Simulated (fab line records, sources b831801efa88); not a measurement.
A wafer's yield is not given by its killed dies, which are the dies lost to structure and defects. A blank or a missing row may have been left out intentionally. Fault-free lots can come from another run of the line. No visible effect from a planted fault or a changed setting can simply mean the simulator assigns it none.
Which tool is to blame?    flow sky130    at 1 step of a route of 708, 6 lots with 18 wafers sampled

## WHAT THE GAUGES READ, wafer by wafer
SKY_CAP2M_THK_MEAS_04: measures by xrf.
lot   measured      on            CAP2M_TIN_THK (nm)
L320  day 39 21:25  filmMetro-02  198.5 198.0 196.5
L323  day 40 12:57  filmMetro-03  198.2 203.2 199.8
L334  day 43 21:43  filmMetro-03  198.4 199.1 199.4
L339  day 45 07:05  filmMetro-03  198.1 198.4 197.7
L338  day 45 12:56  filmMetro-04  201.4 201.1 201.0
L342  day 46 01:08  filmMetro-04  204.5 204.5 206.1

## EACH LOT AND THE TOOL THAT RAN IT (in order: tool; ch and the chambers of the sampled wafers; start)
There is no process step in the record ahead of these readings.

## THE ANSWER, worked out from the rows above alone
Rule: the usual values come from the lots themselves. The widest of any qualifying gaps counts: lots, ordered by their means at a reading, are off when they make up no more than a third of the lots, leave a main group of 4 or more, and stand apart from it by 3 or more times the standard deviation of that group's means. Not used: any main group whose means are identical at the precision the tables above print for the reading. Also off: a lot with no number at a reading for which 4 or more lots have one. The other lots that the step has rows for count as sound.
No lot is off on any of the readings shown, so nothing can be concluded from this.

## WHAT THE SIMULATOR HAD INSERTED
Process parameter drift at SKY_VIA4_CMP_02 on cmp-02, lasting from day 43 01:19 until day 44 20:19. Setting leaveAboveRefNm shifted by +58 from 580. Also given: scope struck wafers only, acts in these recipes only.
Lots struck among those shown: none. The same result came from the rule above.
